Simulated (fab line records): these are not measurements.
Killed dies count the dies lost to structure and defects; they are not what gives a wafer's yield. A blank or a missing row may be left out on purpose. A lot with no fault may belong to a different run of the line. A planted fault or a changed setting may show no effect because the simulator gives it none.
Which tool was responsible? | flow gf180mcu | 14 lots with 42 wafers sampled at 2 steps, on a route of 602 steps

== WHAT THE GAUGES READ, wafer by wafer ==
GF_VT_IMPLANT_OVL_MEAS_07. Usual: for VT_IMPLANT_OVL the level is 0.3 nm and the standard deviation is 1.4.
lot  | measured     | on         | VT_IMPLANT_OVL (nm) | flag
L735 | day 5 22:19  | overlay-02 | 0.3 2.0 2.1         | 
L737 | day 6 06:37  | overlay-01 | 0.8 3.0 2.1         | 
L739 | day 6 15:10  | overlay-02 | 0.2 1.6 0.6         | 
L741 | day 7 10:41  | overlay-01 | 0.4 -0.1 -0.9       | 
L742 | day 7 14:01  | overlay-01 | -0.3 0.3 -0.3       | 
L743 | day 7 18:10  | overlay-01 | -2.0 0.6 0.7        | 
L744 | day 8 02:36  | overlay-01 | 1.4 0.7 0.5         | 
L745 | day 8 08:34  | overlay-02 | 0.5 -0.2 -0.3       | 
L746 | day 8 09:23  | overlay-01 | 0.5 3.5 1.1         | 
L751 | day 9 16:35  | overlay-02 | -0.5 -2.2 -0.4      | 
L755 | day 11 00:40 | overlay-01 | -0.7 -2.5 0.1       | 
L757 | day 11 09:40 | overlay-02 | -1.6 -0.1 -1.2      | 
L756 | day 11 10:56 | overlay-01 | -0.6 2.8 1.5        | 
L758 | day 11 16:23 | overlay-01 | 0.5 -0.1 1.9        | 

GF_DUAL_GATE_OVL_MEAS_11. Usual: for DUAL_GATE_OVL the level is 0.0 nm and the standard deviation is 1.4.
lot  | measured     | on         | DUAL_GATE_OVL (nm) | flag
L735 | day 8 16:08  | overlay-01 | 0.6 1.8 0.0        | 
L737 | day 8 23:26  | overlay-02 | -1.5 1.4 -0.5      | 
L739 | day 9 09:44  | overlay-01 | 0.9 -1.3 -0.6      | 
L741 | day 10 09:47 | overlay-02 | 1.0 0.3 0.3        | 
L742 | day 10 12:47 | overlay-02 | -0.2 -0.8 -2.1     | 
L743 | day 10 16:11 | overlay-02 | 0.7 1.4 -0.4       | 
L744 | day 11 02:41 | overlay-01 | 0.4 1.9 -1.2       | 
L745 | day 11 08:29 | overlay-02 | 0.5 -0.8 -1.8      | 
L746 | day 11 11:31 | overlay-01 | -1.5 1.1 0.7       | 
L751 | day 12 21:55 | overlay-02 | -0.3 1.8 -0.6      | 
L755 | day 14 09:23 | overlay-01 | -0.3 -1.8 -2.1     | 
L757 | day 14 20:14 | overlay-01 | -0.8 -0.4 0.9      | 
L756 | day 14 20:53 | overlay-02 | -2.6 -0.8 -1.0     | 
L758 | day 15 07:53 | overlay-01 | 0.3 -0.7 1.8       | 

== EACH LOT AND THE TOOL THAT RAN IT (in order: tool; ch and the chambers of the sampled wafers; start) ==
Record: no process step prior to these readings.

== AS READ BY THE TOOLS THEMSELVES (means over the sampled wafers that have a number; for cases with no such wafer, the mark the record gives instead) ==
The record holds no such reading with a usual standard deviation.

== THE ANSWER, worked out from the rows above alone ==
Rule: a lot counts as off when the mean over its wafers that have a number is more than 3 standard deviations away from the usual mean. Also off: a lot with no number at a reading for which 4 or more lots have one. Any other lot the step has rows for is counted as sound. First the gauges in route order, then the tools' own readings, where a lot's mean is used as printed above. The first step at which some lot is off is used, and at that step the reading that is off furthest; a lot without a number counts as furthest.
No lot is off at any reading shown: from this, nothing can be told.

== WHAT THE SIMULATOR HAD PUT IN ==
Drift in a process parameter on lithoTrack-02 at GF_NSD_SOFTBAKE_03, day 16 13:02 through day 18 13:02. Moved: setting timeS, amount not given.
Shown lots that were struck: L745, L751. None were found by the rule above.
